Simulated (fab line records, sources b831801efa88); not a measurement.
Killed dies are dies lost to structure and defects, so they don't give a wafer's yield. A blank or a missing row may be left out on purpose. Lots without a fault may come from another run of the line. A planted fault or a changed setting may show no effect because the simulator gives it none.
fab line records | flow gf180mcu
record lots=5 wafers=15 last_day=32
route steps=602 shown DUAL_GATE@143
lots that met no fault: from a run of the same line without faults
start_h: hours from the record's first day to the start of the lot's first wafer shown | wait_h: hours since the lot's step before | " the same as in the row above | L1.1+2: a row that stands for several wafers | - no value, or no start given | * or withheld: withheld | < > ~ a bound
route shown NAME@n: a module of which the file shows steps, and the number in the route of the first | usual: mean/standard deviation of fault-free wafers | same: alike in all rows | chamber/n: place in a boat | sites: the reading at each site | _std_site: their standard deviation | _edge_site: outer sites' mean less inner sites' | radius_mm: how far each site lies from the wafer's centre | mask NAME#n: copy n | behind: the tool/chamber that last shaped the wafer | hold: why the lot was held/for how many hours/how that ended | device: the transistor (n, p or np) that didn't switch | end of line: the same wafers' tests at the end of the route | a step without rows: its recipe alone | killed: dies lost to structure and defects at the first sort, not the wafer's yield | map: a wafer's dies, x killed, . not, _ none there
set.NAME: the setting as run; set.NAME@STEP: as run at that earlier step | model.NAME: the simulator's own value behind a step, which no gauge read
lots at some steps of the route; a table a step, a row a wafer
services: from which hour (start_h, from the record's first day; less than 0 if before it) a tool's chamber was out of use, for how many hours, and why
## steps
# step GF_DUAL_GATE_OXIDATION_02
# recipe temp_c=900 ambient=O2 stabilise_s=600 purge_s=300 target_thk_a=108.87 ox_time_s=1602
# usual zone_power_top_pct=32.9/2.5
# same purge_s=300
# columns lot.wafer tool chamber start_h wait_h zone_power_top_pct
L080.2 furnace-02 0 197.46 1.0 34.4
L080.3 " 0 " " 36.2
L080.5 " 0 " " 35.6
L081.3 furnace-02 0 206.86 0.0 35.2
L081.5 " 0 " " 35.5
L081.6 " 0 " " 35.4
L084.1 furnace-02 0 226.46 0.8 34.4
L084.2 " 0 " " 35.5
L084.6 " 0 " " 35.2
L086.1 furnace-02 0 241.67 0.0 35.4
L086.2 " 0 " " 35.8
L086.6 " 0 " " 35.4
L088.1 furnace-02 0 251.88 0.0 35.3
L088.2 " 0 " " 35.5
L088.3 " 0 " " 35.5
# step GF_DUAL_GATE_THK_MEAS_03
# recipe reads=SiO2_of_DUAL_GATE_OXIDATION_02
# usual DUAL_GATE_OXIDATION_00_THK=10.89/0.19
# columns lot.wafer tool chamber start_h wait_h DUAL_GATE_OXIDATION_00_THK[nm]
L080.2 film_metro-03 - 198.91 0.0 10.79
L080.3 " - " " 10.89
L080.5 " - " " 10.79
L081.3 film_metro-02 - 208.32 0.0 10.88
L081.5 " - " " 11.00
L081.6 " - " " 10.84
L084.1 film_metro-04 - 227.91 0.0 10.60
L084.2 " - " " 10.48
L084.6 " - " " 10.70
L086.1 film_metro-04 - 243.11 0.0 10.77
L086.2 " - " " 10.99
L086.6 " - " " 11.06
L088.1 film_metro-03 - 253.32 0.0 10.99
L088.2 " - " " 11.09
L088.3 " - " " 11.22
# step GF_DUAL_GATE_DEHYDRATE_04
# recipe temp_c=200 time_s=60
# columns lot.wafer tool chamber start_h wait_h
L080.2+3+5 litho_track-04 0 206.97 8.1
L081.3+5+6 litho_track-04 0 216.55 8.2
L084.1+2+6 litho_track-02 0 236.53 8.6
L086.1+2+6 litho_track-04 0 252.00 8.9
L088.1+2+3 litho_track-04 0 262.25 8.9
# step GF_DUAL_GATE_HMDS_05
# recipe prime_time_s=60 prime_temp_c=120
# columns lot.wafer tool chamber start_h wait_h
L080.2+3+5 litho_track-04 0 207.12 0.1
L081.3+5+6 litho_track-04 0 216.70 0.1
L084.1+2+6 litho_track-02 0 236.68 0.1
L086.1+2+6 litho_track-04 0 252.15 0.1
L088.1+2+3 litho_track-04 0 262.40 0.1
# step GF_DUAL_GATE_COAT_06
# recipe resist=NOVOLAK spin_rpm=3000 resist_thk_nm=1000
# columns lot.wafer tool chamber start_h wait_h
L080.2+3+5 litho_track-04 0 207.27 0.1
L081.3+5+6 litho_track-04 0 216.85 0.1
L084.1+2+6 litho_track-02 0 236.83 0.1
L086.1+2+6 litho_track-04 0 252.30 0.1
L088.1+2+3 litho_track-04 0 262.55 0.1
# step GF_DUAL_GATE_SOFTBAKE_07
# recipe temp_c=90 time_s=60 resist=NOVOLAK
# columns lot.wafer tool chamber start_h wait_h
L080.2+3+5 litho_track-04 0 207.42 0.1
L081.3+5+6 litho_track-04 0 217.00 0.1
L084.1+2+6 litho_track-02 0 236.98 0.1
L086.1+2+6 litho_track-04 0 252.45 0.1
L088.1+2+3 litho_track-04 0 262.70 0.1
# step GF_DUAL_GATE_EXPOSE_08
# recipe mask_id=Dualgate target_cd_nm=700 na=0.6 source_shape=conventional sigma_outer=0.6 dose_mj=140
# same na=0.6
# columns lot.wafer tool chamber start_h wait_h mask
L080.2+3+5 iline_stepper-01 0 - - Dualgate#0
L081.3+5+6 iline_stepper-01 0 - - Dualgate#0
L084.1+2+6 iline_stepper-01 0 - - Dualgate#0
L086.1+2+6 iline_stepper-02 0 - - Dualgate#0
L088.1+2+3 iline_stepper-01 0 - - Dualgate#0
## services
# columns tool chamber start_h hours kind
iline_stepper-01 0 204.89 - calibration
## key
fault none
